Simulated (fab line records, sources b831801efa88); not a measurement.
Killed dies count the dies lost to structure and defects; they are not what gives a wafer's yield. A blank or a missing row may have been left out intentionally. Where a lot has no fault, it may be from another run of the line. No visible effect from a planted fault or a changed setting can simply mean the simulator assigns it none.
The tool behind it: which one? ; flow gf180mcu ; 14 lots with 42 wafers sampled at 5 steps, on a route of 602 steps

== WHAT THE GAUGES SHOWED, per wafer ==
GF_NWELL_OVL_MEAS_07. Usual: NWELL_OVL typically reads -0.6 nm, with standard deviation 1.4.
lot;measured;on;NWELL_OVL (nm);flag
L304;day 3 12:46;overlay-02;-0.2 -0.1 -0.5;
L305;day 3 18:04;overlay-01;2.3 1.5 1.4;
L306;day 4 05:53;overlay-01;-1.6 -0.3 -2.7;
L308;day 4 12:34;overlay-01;0.0 1.6 0.2;
L309;day 4 19:37;overlay-01;0.1 1.0 2.2;
L311;day 5 04:19;overlay-02;-3.0 0.7 -0.4;
L315;day 5 23:07;overlay-01;1.9 -1.0 2.5;
L316;day 6 07:34;overlay-01;-0.2 -0.1 -1.2;
L317;day 6 12:16;overlay-01;-0.1 -0.6 -0.8;
L319;day 6 22:25;overlay-01;-1.0 -1.1 -0.9;
L320;day 7 05:34;overlay-02;-1.1 0.2 -4.4;
L324;day 8 01:52;overlay-01;1.0 -0.7 -0.2;
L325;day 8 06:52;overlay-01;-0.3 1.5 2.5;
L326;day 8 12:37;overlay-02;-1.4 -1.6 -0.9;

GF_HV_LDD_OVL_MEAS_20. Usual: HV_LDD_01_OVL typically reads -0.6 nm, with standard deviation 1.3.
lot;measured;on;HV_LDD_01_OVL (nm);flag
L304;day 10 23:17;overlay-01;1.9 -0.6 1.4;
L305;day 11 11:47;overlay-01;-0.2 -3.1 -2.0;
L306;day 12 00:14;overlay-02;-2.0 -0.9 -1.9;
L308;day 12 12:28;overlay-02;0.1 0.8 -0.8;
L309;day 12 19:02;overlay-01;-1.6 -1.3 -1.3;
L311;day 13 08:55;overlay-01;1.5 1.1 0.0;
L315;day 14 13:34;overlay-02;-75.0 -75.2 -75.1;OFF
L316;day 14 20:44;overlay-02;-2.5 -0.9 -2.7;
L317;day 15 03:13;overlay-02;-78.6 -76.5 -76.2;OFF
L319;day 15 18:10;overlay-02;-76.2 -76.3 -78.2;OFF
L320;day 16 02:37;overlay-01;-73.8 -75.3 -75.1;OFF
L324;day 17 10:07;overlay-01;-0.3 1.3 -0.2;
L325;day 17 14:19;overlay-02;-2.0 -2.0 -2.6;
L326;day 17 22:43;overlay-02;-1.8 -2.7 -2.1;

GF_CONTACT_OVL_MEAS_15. Usual: CONTACT_OVL typically reads 7 nm, with standard deviation 6.
lot;measured;on;CONTACT_OVL (nm);flag
L304;day 16 06:50;overlay-02;-2 11 -1;
L305;day 16 20:40;overlay-02;9 4 5;
L306;day 17 13:44;overlay-01;7 23 8;
L308;day 18 03:46;overlay-01;8 7 8;
L309;day 18 11:17;overlay-02;-1 -2 -5;
L311;day 19 02:28;overlay-01;5 0 0;
L315;day 20 15:55;overlay-02;-11 8 -3;
L316;day 20 23:23;overlay-01;16 12 6;
L317;day 21 04:19;overlay-01;8 14 6;
L319;day 21 22:02;overlay-01;2 4 0;
L320;day 22 06:41;overlay-01;6 8 5;
L324;day 23 17:16;overlay-02;12 9 9;
L325;day 23 17:41;overlay-02;11 5 7;
L326;day 24 02:22;overlay-01;7 5 7;

== WHAT TOOL EACH LOT RAN ON (gives the tool, then ch and the chambers of the sampled wafers, and finally the start) ==
lot;GF_HV_LDD_EXPOSE_16;GF_SAB_ETCH_11
L304;iline stepper-01 ch 0, day 10 14:40;rie diel-01 ch 0,2,3, day 15 07:19
L305;iline stepper-02 ch 0, day 11 02:35;rie diel-01 ch 0,1, day 15 21:13
L306;iline stepper-01 ch 0, day 11 15:35;rie diel-01 ch 0,1, day 16 13:25
L308;iline stepper-02 ch 0, day 12 02:22;rie diel-01 ch 0,2, day 17 02:04
L309;iline stepper-02 ch 0, day 12 09:28;rie diel-03 ch 0,1,2, day 17 09:51
L311;iline stepper-01 ch 0, day 12 22:57;rie diel-01 ch 0,1,2, day 18 01:25
L315;iline stepper-02 ch 0, day 14 03:31;rie diel-01 ch 0,1,3, day 19 13:43
L316;iline stepper-01 ch 0, day 14 10:23;rie diel-01 ch 1,2, day 19 21:42
L317;iline stepper-02 ch 0, day 14 16:36;rie diel-02 ch 0,1, day 20 02:31
L319;iline stepper-02 ch 0, day 15 07:33;rie diel-03 ch 2,3, day 20 20:40
L320;iline stepper-02 ch 0, day 15 15:34;rie diel-01 ch 0,3, day 21 05:51
L324;iline stepper-01 ch 0, day 16 22:53;rie diel-01 ch 1,3, day 22 16:45
L325;iline stepper-01 ch 0, day 17 02:52;rie diel-03 ch 0,2, day 22 18:24
L326;iline stepper-01 ch 0, day 17 10:51;rie diel-02 ch 0,2, day 23 01:54
- GF_HV_LDD_EXPOSE_16: exposes mask Pplus LV AREA, target cd 400 nm.
- GF_SAB_ETCH_11: etches SiO2 in C4F8/O2/Ar, target depth 55 nm, time 8.5 s.

== WHAT THE TOOLS THEMSELVES READ (means of the sampled wafers that have a number; where no wafer has one, the mark that the record gives instead) ==
GF_SAB_ETCH_11. Usual: oes product au reads 0.996 a.u. (standard deviation 0.012).
lot;tool;oes product au (a.u.);flag
L304;rie diel-01;0.996;
L305;rie diel-01;0.984;
L306;rie diel-01;0.986;
L308;rie diel-01;1.000;
L309;rie diel-03;1.011;
L311;rie diel-01;0.995;
L315;rie diel-01;0.992;
L316;rie diel-01;1.002;
L317;rie diel-02;0.984;
L319;rie diel-03;0.996;
L320;rie diel-01;0.982;
L324;rie diel-01;0.989;
L325;rie diel-03;0.998;
L326;rie diel-02;1.008;

== THE ANSWER, worked out from the rows above alone ==
Rule: a lot counts as off when the mean over its wafers that have a number is more than 3 standard deviations away from the usual mean. Also off: a lot with no number at a reading for which 4 or more lots have one. Where the step has rows for the other lots, those lots are counted as sound. The gauges are gone through in route order, then the tools' own readings, and for those a lot's mean is taken as printed above. At the first step where some lot is off, the reading lying furthest off is the one used; lots without a number count as furthest.
Off: at GF_HV_LDD_OVL_MEAS_20 (HV_LDD_01_OVL), L315, L317, L319, L320.
A tool fits if, at a process step before that reading, it ran every lot that is off, and no sound lot after the first of them. The gauges at GF_HV_LDD_OVL_MEAS_20 are tried like those tools. One fits: GF_HV_LDD_EXPOSE_16 on iline stepper-02. Its last sound lot is L309 (day 12 09:28), its first lot that is off L315 (day 14 03:31): a fault that began between those two fits.

== WHAT THE SIMULATOR PUT IN ==
Scanner matching overlay: iline stepper-02, from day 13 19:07 on, at GF_HV_LDD_EXPOSE_16. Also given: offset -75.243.
Lots struck among those shown: L315, L317, L319, L320. The same result came from the rule above.
